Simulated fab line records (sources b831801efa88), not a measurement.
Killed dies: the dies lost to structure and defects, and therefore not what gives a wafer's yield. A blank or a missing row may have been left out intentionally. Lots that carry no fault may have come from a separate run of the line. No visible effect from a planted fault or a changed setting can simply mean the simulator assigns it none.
Struck lot and sound lot, side by side -- flow sky130 -- 21 steps out of a route of 708
Sound: wafers L868.2, L868.3, L868.4. Struck: wafer L866.4 (L866.1, L866.3, from the same lot, were not struck and are left out); the cause is given at the end.
For every step that has rows: the tool of each side, followed by ch and its chambers, followed by its first start. Under that, the readings that differ: sound wafers -- struck wafers -- difference of the means -- sigmas: that difference in standard deviations of wafers without a fault.
alike: same words and numbers on both sides, and readings whose means sit less than 2 such deviations apart. not compared: any withheld reading, any reading some wafer has no value for, any bound like >300 that may hide the same value, and any number with overlapping values for which the record gives no deviation.
A row with sigmas, a row that says differs or no value, or rows on one side alone: a step with any of these is where the two part. Non-overlapping numbers with no deviation appear without sigmas and do not part them. A reading that every wafer of one side lacks parts them only if that side has two wafers or more.

first, 1 step without rows for these wafers: SKY_FIELD_ISO_DEVELOP_12 (develop time 60 s).
SKY_FIELD_ISO_CD_MEAS_13: target cd 150 nm.
  struck on cd_sem-02, day 4 04:31; sound on cd_sem-02, day 4 13:44
  alike: cd_nm
SKY_FIELD_ISO_ETCH_14: etches BARC in N2/H2, stops on SiO2, time 45.9 s, target depth 60 nm.
  sound on rie_diel-03 ch 0,1,3, day 4 13:50; struck on rie_diel-01 ch 1, day 4 04:38
  alike: bias_w, drypump_motor_current_A, oes_product_au, throttle_valve_pct
  not compared: rf_hours_counter_h
SKY_FIELD_ISO_ETCH_15: etches the open film in CHF3/O2, stops on Si, target depth 180 nm, time 72 s.
  sound on rie_diel-03 ch 0,1,3, day 4 13:52; struck on rie_diel-01 ch 1, day 4 04:41
  alike: bias_w, drypump_motor_current_A, oes_product_au, throttle_valve_pct
  not compared: rf_hours_counter_h
SKY_FIELD_ISO_STRIP_16: strips in O2/N2.
  sound on plasma_asher-02 ch 0,1, day 4 13:56; struck on plasma_asher-02 ch 1, day 4 04:44
  alike: drypump_motor_current_A, oes_product_au, strip_time_to_endpoint_s
  not compared: rf_hours_counter_h
SKY_FIELD_ISO_ETCH_17: etches Si in HBr/Cl2/O2, target depth 342 nm, time 97.7 s.
  sound on rie_si-01 ch 1,2,3, day 4 14:02; struck on rie_si-01 ch 0, day 4 04:50
  alike: bias_w, drypump_motor_current_A, oes_product_au, throttle_valve_pct
  not compared: rf_hours_counter_h
then, 5 steps without rows for these wafers: SKY_FIELD_ISO_WET_ETCH_18 (etches Si3N4 in H3PO4, target depth 25 nm, time 286 s); SKY_FIELD_ISO_CLEAN_19 (cleans in SC1/SC2, time 150 s); SKY_FIELD_ISO_CLEAN_20 (cleans in dHF, time 20 s); SKY_FIELD_ISO_WET_ETCH_21 (etches SiO2 in dHF, target depth 20 nm, time 400 s); SKY_FIELD_ISO_OXIDATION_22 (stabilise 600 s, purge 300 s, target thk 10 nm).
SKY_FIELD_ISO_THK_MEAS_23:
  struck on film_metro-03, day 4 07:07; sound on film_metro-03, day 4 15:33
  alike: FIELD_ISO_OXIDATION_01_THK
SKY_FIELD_ISO_CVD_24: deposits SiO2, target thk 595 nm, time 99.2 s.
  sound on hdpcvd-02 ch 0,1,2, day 4 15:36; struck on hdpcvd-01 ch 0, day 4 07:10
reading,sound,struck,difference,sigmas
model.SiO2_of_FIELD_ISO_CVD_24.thk_nm (nm),602.8 604.8 597.5,272.4,-329.3,
  alike: susceptor_temp_C
SKY_FIELD_ISO_THK_MEAS_25:
  struck on film_metro-04, day 4 07:15; sound on film_metro-03, day 4 15:41
reading,sound,struck,difference,sigmas
FIELD_ISO_CVD_24_THK (nm),603 605 597,272,-330,-49
then, 1 step without rows for these wafers: SKY_FIELD_ISO_ANNEAL_26 (time 1800 s).
SKY_FIELD_ISO_CMP_27: polishes, stops on Si3N4, t overpolish 16 s, target thk 457.8 nm.
  sound on cmp-02 ch 0,1,3, day 4 17:14; struck on cmp-02 ch 0, day 4 08:49
reading,sound,struck,difference,sigmas
motor_current_A (A),14.4 11.4 12.9,11.1,-1.8,-2
time_to_endpoint_s (s),112 116 112,51,-62,-20
  alike: retaining_ring_pressure_frac
then, 2 steps without rows for these wafers: SKY_FIELD_ISO_WET_ETCH_28 (etches SiO2 in dHF, target depth 23.7 nm, time 47 s); SKY_FIELD_ISO_WET_ETCH_29 (etches Si3N4 in H3PO4, target depth 160 nm, time 1825 s).
SKY_FIELD_ISO_WET_ETCH_30: etches SiO2 in dHF, target depth 25 nm, time 50 s.
  sound on wet_bench-04 ch 0, day 4 18:07; struck on wet_bench-02 ch 1, day 4 09:38
reading,sound,struck,difference,sigmas
model.SiO2_of_FIELD_ISO_CVD_24.thk_nm (nm),402.8 403.3 403.2,220,-183,
then, 1 step without rows for these wafers: SKY_NWELL_CLEAN_00 (cleans in SC1/SC2, time 150 s).
-- the record jumps here: 44 days lie between the struck wafers' starts before and after (it left off in module NWELL and takes up again in module PAD_OPEN, whose first step shown is number 708 of the route) --
SKY_PAD_OPEN_PROBE_99:
  only the struck wafers here have rows in the record (prober-02, day 48 00:30); the sound ones have none

== WHERE THEY PART ==
At SKY_FIELD_ISO_THK_MEAS_25 first; at SKY_PAD_OPEN_PROBE_99 last (within this record only).

WHY: whatever the simulator had introduced
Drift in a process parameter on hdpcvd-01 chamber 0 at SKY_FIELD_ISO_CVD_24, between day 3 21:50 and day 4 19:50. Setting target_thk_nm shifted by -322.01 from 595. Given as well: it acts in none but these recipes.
